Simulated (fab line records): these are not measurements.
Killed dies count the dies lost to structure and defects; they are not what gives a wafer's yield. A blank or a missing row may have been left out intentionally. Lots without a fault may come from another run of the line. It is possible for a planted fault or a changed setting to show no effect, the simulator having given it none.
Matching of chambers | flow sfq-line | SFQ_TRILAYER_I3_CMP_CMP_082 on cmp-01 has 4 sister chambers
The step polishes SiO2. 8 wafers are shown with their chamber, then 8 later ones without.

## WAFERS, EACH WITH ITS CHAMBER
wafer  | chamber | motor-current-A (A) | time-to-endpoint-s (s)
L996.4 | 2       | 9.4                 | 211
L997.1 | 0       | 8.8                 | 217
L997.3 | 3       | 10.0                | 218
L997.4 | 1       | 8.9                 | 216
L109.2 | 2       | 9.3                 | 212
L109.3 | 1       | 9.1                 | 200
L109.4 | 0       | 8.6                 | 218
L111.2 | 3       | 10.3                | 200

## WAFERS MISSING THEIR CHAMBER
wafer  | motor-current-A (A) | time-to-endpoint-s (s)
L111.5 | 9.0                 | 201
L111.6 | 10.2                | 206
L114.2 | 9.0                 | 211
L114.3 | 10.3                | 204
L114.5 | 9.6                 | 213
L115.2 | 9.6                 | 213
L115.4 | 10.1                | 214
L115.6 | 9.3                 | 220

## WHICH CHAMBER EACH WENT THROUGH
wafer  | from the rows above          | in truth
L111.5 | can't be placed: 1 or 2 or 0 | 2
L111.6 | 3                            | 3
L114.2 | can't be placed: 1 or 0 or 2 | 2
L114.3 | 3                            | 3
L114.5 | 2                            | 2
L115.2 | 2                            | 2
L115.4 | 3                            | 3
L115.6 | can't be placed: 2 or 1      | 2
Placed correctly: 5 of 8. These rows do not allow placing 3 (true chamber among the candidates in 3). Wrongly placed: 0.
How it was worked out, from the rows above alone: a wafer's distance from a chamber is the root of the sum, over the readings, of the square of ((its reading less the chamber's mean) divided by the reading's scatter). If the next closest chamber is less than 2 further off than the closest, the wafer can't be placed; otherwise it belongs to the closest. The mean given for a chamber averages the wafers shown for that chamber. The scatter: take each reading less its chamber's mean, square it, sum over the shown wafers, divide by the number of wafers less the number of chambers, and take the root.
